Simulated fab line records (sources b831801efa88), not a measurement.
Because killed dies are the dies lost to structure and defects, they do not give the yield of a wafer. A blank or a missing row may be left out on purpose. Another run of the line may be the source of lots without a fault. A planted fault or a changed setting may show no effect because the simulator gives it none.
A single fault, viewed from 2 desks | flow sky130 | what lay behind the numbers comes last; until then each desk has only its own

## METROLOGY DESK
Lot by lot, what the gauges showed, no matter which tool ran the lot: averages of those sampled wafers that carry a number. If a lot's mean is further than 4 standard deviations from the usual mean, the lot is out of limits and carries the mark OUT (the distance appears in the brackets).
Columns: A = LDD_N_TW at SKY_LDD_N_TW_MEAS_17, usual 2583; B = LDD_LDN_TW at SKY_LDD_LDN_TW_MEAS_13, usual 1478
lot  | first seen here | A    | B
L941 | day 17 22:40    | 2582 | 1470
L942 | day 18 10:13    | 2579 | 1502
L949 | day 20 16:04    | 2555 | 1473
L955 | day 22 21:39    | 2569 | 1470
L956 | day 23 03:46    | 2563 | 1409 (-5.3) OUT
L958 | day 23 21:44    | 2619 | 1448
L959 | day 24 16:37    | 2560 | 1410 (-5.2) OUT
L960 | day 25 02:27    | 2571 | 1470
L961 | day 25 03:34    | 2627 | 1470
L962 | day 25 10:30    | 2628 | 1468
L964 | day 26 02:05    | 2561 | 1468
This desk finds L956, L959 out of limits, with the earliest case on L956 at day 28 02:34 (LDD_LDN_TW at SKY_LDD_LDN_TW_MEAS_13). Within limits: L941, L942, L949, L955, L958, L960, L961, L962, L964.

## AT THE TOOL OWNER'S DESK: implanter-01
For each lot that ran on this tool, the mean over its sampled wafers that have a number, from the tool's own readings at SKY_LDD_LDN_IMPLANT_08. If a lot's mean is further than 4 standard deviations from the usual mean, the lot is out of limits and carries the mark OUT (the distance appears in the brackets).
Columns: A = dose ions cm2 at SKY_LDD_LDN_IMPLANT_08, usual 1.2497e+13; B = faraday current uA at SKY_LDD_LDN_IMPLANT_08, usual 70.7; C = rotation deg at SKY_LDD_LDN_IMPLANT_08, usual 23.003 degrees
lot  | first seen here | A                            | B              | C
L942 | day 23 11:16    | 1.2503e+13                   | 69.8           | 23.004
L949 | day 25 15:29    | 1.2502e+13                   | 71.1           | 22.997
L955 | day 27 19:38    | 1.2485e+13                   | 70.7           | 23.018
L956 | day 28 01:53    | 6.0880e+12 (-99 or more) OUT | 34.8 (-28) OUT | 22.990
L958 | day 28 18:20    | 6.0980e+12 (-99 or more) OUT | 34.1 (-28) OUT | 23.036
L959 | day 29 12:44    | 6.0990e+12 (-99 or more) OUT | 34.1 (-28) OUT | 23.006
This desk's finding: out of limits on L956, L958, L959; first on L956, day 28 01:53 (dose ions cm2 at SKY_LDD_LDN_IMPLANT_08). Within limits: L942, L949, L955.

## ALL TOGETHER
The tool owner's desk could have raised an alarm at day 28 01:53, on L956, L958, L959.
The metrology desk could have raised an alarm at day 28 02:34, on L956, L959.
The metrology desk has L958 on record, within its limits.
Every lot named ran SKY_LDD_LDN_IMPLANT_08 on implanter-01.

## WHAT THE SIMULATOR HAD PUT IN
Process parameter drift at SKY_LDD_LDN_IMPLANT_08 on implanter-01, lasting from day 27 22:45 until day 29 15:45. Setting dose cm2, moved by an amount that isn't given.
Lots struck among those shown: L956, L958, L959.
Time in hours from fault onset to the first out-of-limits reading at each desk: tool owner's desk 3, metrology desk 4.
